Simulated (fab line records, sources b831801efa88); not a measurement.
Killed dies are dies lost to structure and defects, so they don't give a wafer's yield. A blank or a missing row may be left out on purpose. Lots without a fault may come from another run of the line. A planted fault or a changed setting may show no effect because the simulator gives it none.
Which tool did it? | flow sky130 | 6 lots, 18 wafers sampled, at 2 steps of a route of 708

WHAT THE GAUGES READ, wafer by wafer
SKY_VT_ADJUST_LVTN_TW_MEAS_21.
lot  | measured     | on            | VT_ADJUST_LVTN_2_TW
L311 | day 7 19:16  | film_metro-01 | 187.3 188.3 189.4
L314 | day 8 15:42  | film_metro-01 | 188.1 187.9 188.8
L317 | day 9 18:57  | film_metro-01 | 187.1 187.8 188.9
L321 | day 10 23:53 | film_metro-01 | 189.6 189.8 190.2
L324 | day 11 18:47 | film_metro-01 | 190.2 189.2 190.7
L329 | day 13 08:37 | film_metro-02 | 172.7 171.9 173.0

WHICH TOOL RAN EACH LOT (tool, then ch and the chambers of the sampled wafers, then the start)
lot  | SKY_VT_ADJUST_LVTN_IMPLANT_19
L311 | implanter-03 ch 0, day 7 19:02
L314 | implanter-02 ch 0, day 8 15:28
L317 | implanter-02 ch 0, day 9 18:42
L321 | implanter-02 ch 0, day 10 23:40
L324 | implanter-02 ch 0, day 11 18:32
L329 | implanter-03 ch 0, day 13 08:22
- SKY_VT_ADJUST_LVTN_IMPLANT_19

THE ANSWER, worked out from the rows above alone
Rule: what is usual is taken from the lots themselves. Put in order of their means at a reading, lots are off if they are a third of the lots or fewer, leave a main group of 4 or more, and stand apart from it by a gap of 3 or more times the standard deviation of the main group's means; of several such gaps the widest counts. A main group whose means are all the same, to the digits that the tables above print for the reading, isn't used. A lot without any number at a reading at which 4 lots or more have one is off too. The other lots that the step has rows for count as sound.
Off: L329, at SKY_VT_ADJUST_LVTN_TW_MEAS_21 (VT_ADJUST_LVTN_2_TW). The main group: mean 188.9, standard deviation 0.88.
A tool fits if, at a process step before that reading, it ran every lot that is off, and no sound lot after the first of them. The gauges at SKY_VT_ADJUST_LVTN_TW_MEAS_21 are tried like those tools. Can't be told from this: 2 tools fit, implanter-03 at SKY_VT_ADJUST_LVTN_IMPLANT_19, film_metro-02 at SKY_VT_ADJUST_LVTN_TW_MEAS_21.

WHAT THE SIMULATOR HAD PUT IN
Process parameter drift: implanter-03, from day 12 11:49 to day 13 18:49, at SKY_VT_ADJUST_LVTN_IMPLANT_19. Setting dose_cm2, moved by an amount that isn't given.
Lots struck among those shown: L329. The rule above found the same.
